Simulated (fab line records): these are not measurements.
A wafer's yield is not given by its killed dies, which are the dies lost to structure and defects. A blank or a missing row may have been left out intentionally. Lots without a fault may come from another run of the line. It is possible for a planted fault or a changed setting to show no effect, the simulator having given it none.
Shared-tool check    flow sky130    Sample size 14 lots and 42 wafers

== WHAT PROMPTED THE OPENING ==
2 of 14 lots carry a flag on the reading LDD_HVN_TW at SKY_LDD_HVN_TW_MEAS_10. Wafers without a fault read 1439, standard deviation 8.4.
Rule: a lot is flagged in two cases, either no wafer of it has a number, or all its wafers with numbers fall more than 4 standard deviations from that mean. As for the other lots, they are considered sound.

lot   measured      on             LDD_HVN_TW, wafer by wafer  flag
L430  day 20 11:13  film_metro-04  1454 1445 1444              
L432  day 21 04:21  film_metro-02  1427 1433 1438              
L433  day 21 15:28  film_metro-04  1449 1439 1454              
L434  day 22 02:30  film_metro-04  1461 1445 1463              
L436  day 22 13:51  film_metro-02  1436 1440 1438              
L437  day 22 22:58  film_metro-03  1430 1438 1432              
L439  day 23 18:16  film_metro-04  1444 1449 1440              
L440  day 24 03:51  film_metro-03  1441 1428 1425              
L441  day 24 11:22  film_metro-02  1510 1508 1512              FLAGGED
L442  day 24 21:57  film_metro-04  1517 1524 1516              FLAGGED
L449  day 27 06:28  film_metro-02  1441 1435 1441              
L451  day 27 21:25  film_metro-02  1437 1433 1437              
L452  day 28 03:19  film_metro-03  1433 1433 1439              
L453  day 28 06:04  film_metro-02  1429 1430 1430              
Average over the flagged lots: 1514; offset from the usual +76, equal to +9 standard deviations.

== LOT BY LOT: THE TOOL USED ==
The record keeps 1 process step preceding the reading, out of 708 steps on the route. In each cell: the tool, then ch and the chambers that the sampled wafers went through, then the start.
lot   flag     SKY_LDD_HVN_IMPLANT_08
L430           implanter-03 ch 0, day 20 10:58
L432           implanter-03 ch 0, day 21 04:06
L433           implanter-04 ch 0, day 21 15:13
L434           implanter-03 ch 0, day 22 02:15
L436           implanter-03 ch 0, day 22 13:36
L437           implanter-04 ch 0, day 22 22:43
L439           implanter-01 ch 0, day 23 18:02
L440           implanter-04 ch 0, day 24 03:36
L441  FLAGGED  implanter-04 ch 0, day 24 11:08
L442  FLAGGED  implanter-04 ch 0, day 24 21:42
L449           implanter-04 ch 0, day 27 06:14
L451           implanter-04 ch 0, day 27 21:10
L452           implanter-03 ch 0, day 28 03:06
L453           implanter-04 ch 0, day 28 05:50
What is done by these steps:
- SKY_LDD_HVN_IMPLANT_08
- SKY_LDD_HVN_TW_MEAS_10

== FLAGGED AGAINST TOTAL, ONE TOOL AT A TIME (gauges that did the reading follow at the end) ==
step                    tool           lots run  flagged  share of the flagged lots  sound lots run after its first flagged lot
SKY_LDD_HVN_IMPLANT_08  implanter-01   1         0        none                       -
SKY_LDD_HVN_IMPLANT_08  implanter-03   5         0        none                       -
SKY_LDD_HVN_IMPLANT_08  implanter-04   8         2        all                        3 (L449,L451,L453)
SKY_LDD_HVN_TW_MEAS_10  film_metro-02  6         1        some                       3 (L449,L451,L453)
SKY_LDD_HVN_TW_MEAS_10  film_metro-03  3         0        none                       -
SKY_LDD_HVN_TW_MEAS_10  film_metro-04  5         1        some                       0

== THE TABLE: WHAT IT ALLOWS ==
Rows of the table that ran each flagged lot: 1, that is implanter-04 at SKY_LDD_HVN_IMPLANT_08.
- implanter-04 at SKY_LDD_HVN_IMPLANT_08: 2 of its 8 lots flagged. Sound lots ran on it after the first flagged one (L449, L451, L453), which a lasting fault on the whole tool wouldn't allow. Its own readings (beam_energy_keV) fall more than 4 standard deviations out on all wafers of the flagged lots.
None of the table's rows ran every flagged lot and, after the first, no sound lot.

== WHAT WAS PUT IN BY THE SIMULATOR ==
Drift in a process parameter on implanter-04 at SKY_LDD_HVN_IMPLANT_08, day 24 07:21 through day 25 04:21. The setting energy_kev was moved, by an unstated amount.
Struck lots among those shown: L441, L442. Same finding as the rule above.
